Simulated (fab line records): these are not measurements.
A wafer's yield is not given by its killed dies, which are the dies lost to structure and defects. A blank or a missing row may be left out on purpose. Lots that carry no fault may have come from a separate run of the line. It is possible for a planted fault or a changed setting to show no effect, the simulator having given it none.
Chamber matching || flow gf180mcu || pecvd-03 running GF_V2_CVD_02: 3 sister chambers
The step deposits SiO2 from TEOS, target thk 850 nm, time 94.851 s. 16 wafers are shown with their chamber, then 8 later ones without.

== EACH WAFER AND ITS CHAMBER ==
{"wafer": "L230.2", "chamber": 1, "heater_power_w (W)": 691, "susceptor_temp_C (C)": 400.23}
{"wafer": "L230.3", "chamber": 0, "heater_power_w (W)": 670, "susceptor_temp_C (C)": 399.94}
{"wafer": "L230.6", "chamber": 0, "heater_power_w (W)": 546, "susceptor_temp_C (C)": 399.42}
{"wafer": "L231.1", "chamber": 0, "heater_power_w (W)": 700, "susceptor_temp_C (C)": 400.11}
{"wafer": "L231.2", "chamber": 2, "heater_power_w (W)": 719, "susceptor_temp_C (C)": 399.91}
{"wafer": "L231.4", "chamber": 0, "heater_power_w (W)": 538, "susceptor_temp_C (C)": 399.85}
{"wafer": "L235.3", "chamber": 0, "heater_power_w (W)": 654, "susceptor_temp_C (C)": 399.94}
{"wafer": "L235.4", "chamber": 1, "heater_power_w (W)": 659, "susceptor_temp_C (C)": 400.01}
{"wafer": "L235.6", "chamber": 2, "heater_power_w (W)": 717, "susceptor_temp_C (C)": 400.13}
{"wafer": "L237.1", "chamber": 0, "heater_power_w (W)": 654, "susceptor_temp_C (C)": 400.12}
{"wafer": "L237.2", "chamber": 1, "heater_power_w (W)": 683, "susceptor_temp_C (C)": 400.05}
{"wafer": "L237.6", "chamber": 2, "heater_power_w (W)": 721, "susceptor_temp_C (C)": 400.32}
{"wafer": "L244.1", "chamber": 0, "heater_power_w (W)": 625, "susceptor_temp_C (C)": 400.10}
{"wafer": "L244.2", "chamber": 2, "heater_power_w (W)": 635, "susceptor_temp_C (C)": 399.78}
{"wafer": "L244.3", "chamber": 1, "heater_power_w (W)": 673, "susceptor_temp_C (C)": 399.79}
{"wafer": "L248.3", "chamber": 0, "heater_power_w (W)": 651, "susceptor_temp_C (C)": 400.04}

SIGNATURES, as means of the wafers listed above
{"reading": "heater_power_w", "chamber 0": 629.75, "chamber 1": 676.50, "chamber 2": 698.00, "scatter within a chamber": 47.6}
{"reading": "susceptor_temp_C", "chamber 0": 399.9400, "chamber 1": 400.0200, "chamber 2": 400.0350, "scatter within a chamber": 0.223}
Rule: for each reading, subtract the chamber's mean from the wafer's reading, divide by that reading's scatter and square the result; add these up over the readings and take the root, which gives the wafer's distance from the chamber. The wafer belongs to the nearest chamber; if the next one is less than 2 further off, it can't be placed. The scatter: take each reading less its chamber's mean, square it, sum over the shown wafers, divide by the number of wafers less the number of chambers, and take the root.

== WAFERS WITH NO CHAMBER GIVEN ==
{"wafer": "L248.4", "heater_power_w (W)": 680, "susceptor_temp_C (C)": 400.20}
{"wafer": "L248.5", "heater_power_w (W)": 593, "susceptor_temp_C (C)": 400.02}
{"wafer": "L251.2", "heater_power_w (W)": 654, "susceptor_temp_C (C)": 400.46}
{"wafer": "L251.3", "heater_power_w (W)": 751, "susceptor_temp_C (C)": 400.01}
{"wafer": "L251.5", "heater_power_w (W)": 646, "susceptor_temp_C (C)": 400.19}
{"wafer": "L253.2", "heater_power_w (W)": 693, "susceptor_temp_C (C)": 399.85}
{"wafer": "L253.3", "heater_power_w (W)": 626, "susceptor_temp_C (C)": 399.97}
{"wafer": "L253.5", "heater_power_w (W)": 704, "susceptor_temp_C (C)": 399.94}

== EACH ONE'S CHAMBER ==
{"wafer": "L248.4", "from the rows above": "can't be placed: 1 or 2 or 0", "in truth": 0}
{"wafer": "L248.5", "from the rows above": "can't be placed: 0 or 1 or 2", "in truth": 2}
{"wafer": "L251.2", "from the rows above": "can't be placed: 1 or 2 or 0", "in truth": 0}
{"wafer": "L251.3", "from the rows above": "can't be placed: 2 or 1 or 0", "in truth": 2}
{"wafer": "L251.5", "from the rows above": "can't be placed: 1 or 0 or 2", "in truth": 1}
{"wafer": "L253.2", "from the rows above": "can't be placed: 2 or 1 or 0", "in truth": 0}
{"wafer": "L253.3", "from the rows above": "can't be placed: 0 or 1 or 2", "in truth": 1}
{"wafer": "L253.5", "from the rows above": "can't be placed: 2 or 1 or 0", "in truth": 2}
Placed correctly: 0 of 8. Unplaceable from these rows: 8, with the true chamber sitting among the candidates in 8. Number placed wrongly: 0.
